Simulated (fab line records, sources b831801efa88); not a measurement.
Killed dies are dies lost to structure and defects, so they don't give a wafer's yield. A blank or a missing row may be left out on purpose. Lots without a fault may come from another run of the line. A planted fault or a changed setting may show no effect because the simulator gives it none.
Tool commonality check | flow sky130 | 12 lots, 36 wafers sampled

WHY IT WAS OPENED
At SKY_LDD_P_TW_MEAS_11 the reading LDD_P_TW is flagged on 3 of 12 lots. Wafers without a fault read 637, standard deviation 3.2.
Rule: a lot is flagged when every wafer of it that has a number lies more than 4 standard deviations from that mean, or none has a number. The other lots count as sound.

lot  | measured     | on            | LDD_P_TW, wafer by wafer | flag
L106 | day 19 07:10 | film_metro-01 | 640 638 642              |
L107 | day 19 17:17 | film_metro-02 | 637 639 639              |
L109 | day 20 18:42 | film_metro-03 | 630 628 628              |
L115 | day 22 19:44 | film_metro-02 | 788 791 791              | FLAGGED
L114 | day 22 21:29 | film_metro-01 | 636 636 633              |
L117 | day 23 14:06 | film_metro-03 | 790 788 791              | FLAGGED
L121 | day 24 18:55 | film_metro-01 | 793 794 794              | FLAGGED
L122 | day 25 07:32 | film_metro-03 | 635 635 636              |
L123 | day 25 08:08 | film_metro-03 | 636 633 637              |
L126 | day 26 12:32 | film_metro-03 | 638 638 640              |
L127 | day 27 02:21 | film_metro-02 | 636 633 636              |
L129 | day 27 11:41 | film_metro-02 | 633 635 637              |
The numbers of the flagged lots are 791 on average: +154 against the usual, or +48 standard deviations.

WHICH TOOL RAN EACH LOT
The record holds 2 process steps before the reading, out of a route of 708 steps. In each cell: the tool, then ch and the chambers that the sampled wafers went through, then the start.
lot  | flag    | SKY_GATE_OXIDE_STRIP_13              | SKY_LDD_P_IMPLANT_09
L106 |         | plasma_asher-02 ch 0, day 14 03:40   | implanter-01 ch 0, day 19 06:55
L107 |         | plasma_asher-03 ch 0,1, day 14 10:44 | implanter-03 ch 0, day 19 17:02
L109 |         | plasma_asher-04 ch 0, day 15 07:47   | implanter-02 ch 0, day 20 18:27
L115 | FLAGGED | plasma_asher-02 ch 0,1, day 17 10:17 | implanter-01 ch 0, day 22 19:04
L114 |         | plasma_asher-04 ch 0,1, day 17 10:25 | implanter-03 ch 0, day 22 21:14
L117 | FLAGGED | plasma_asher-02 ch 0,1, day 18 01:01 | implanter-02 ch 0, day 23 13:31
L121 | FLAGGED | plasma_asher-02 ch 1, day 19 08:55   | implanter-02 ch 0, day 24 18:21
L122 |         | plasma_asher-03 ch 0,1, day 19 19:34 | implanter-01 ch 0, day 25 07:19
L123 |         | plasma_asher-04 ch 0,1, day 19 23:07 | implanter-01 ch 0, day 25 07:55
L126 |         | plasma_asher-04 ch 0,1, day 21 05:11 | implanter-02 ch 0, day 26 12:19
L127 |         | plasma_asher-03 ch 0,1, day 21 19:34 | implanter-03 ch 0, day 27 02:06
L129 |         | plasma_asher-02 ch 0,1, day 22 07:04 | implanter-03 ch 0, day 27 11:26
What these steps do:
- SKY_GATE_OXIDE_STRIP_13: strips in O2/N2.
- SKY_LDD_P_IMPLANT_09
- SKY_LDD_P_TW_MEAS_11

FLAGGED OVER TOTAL, TOOL BY TOOL (the gauges that took the reading come last)
step                    | tool            | lots run | flagged | share of the flagged lots | sound lots run after its first flagged lot
SKY_GATE_OXIDE_STRIP_13 | plasma_asher-02 | 5        | 3       | all                       | 1 (L129)
SKY_GATE_OXIDE_STRIP_13 | plasma_asher-03 | 3        | 0       | none                      | -
SKY_GATE_OXIDE_STRIP_13 | plasma_asher-04 | 4        | 0       | none                      | -
SKY_LDD_P_IMPLANT_09    | implanter-01    | 4        | 1       | some                      | 2 (L122,L123)
SKY_LDD_P_IMPLANT_09    | implanter-02    | 4        | 2       | some                      | 1 (L126)
SKY_LDD_P_IMPLANT_09    | implanter-03    | 4        | 0       | none                      | -
SKY_LDD_P_TW_MEAS_11    | film_metro-01   | 3        | 1       | some                      | 0
SKY_LDD_P_TW_MEAS_11    | film_metro-02   | 4        | 1       | some                      | 2 (L127,L129)
SKY_LDD_P_TW_MEAS_11    | film_metro-03   | 5        | 1       | some                      | 3 (L122,L123,L126)

WHAT THE TABLE ALLOWS
1 row of the table ran every flagged lot: plasma_asher-02 at SKY_GATE_OXIDE_STRIP_13.
- plasma_asher-02 at SKY_GATE_OXIDE_STRIP_13: 3 of its 5 lots flagged. Sound lots ran on it after the first flagged one (L129), which a lasting fault on the whole tool wouldn't allow.
No row of the table ran every flagged lot and no sound lot after the first.

WHAT THE SIMULATOR HAD PUT IN
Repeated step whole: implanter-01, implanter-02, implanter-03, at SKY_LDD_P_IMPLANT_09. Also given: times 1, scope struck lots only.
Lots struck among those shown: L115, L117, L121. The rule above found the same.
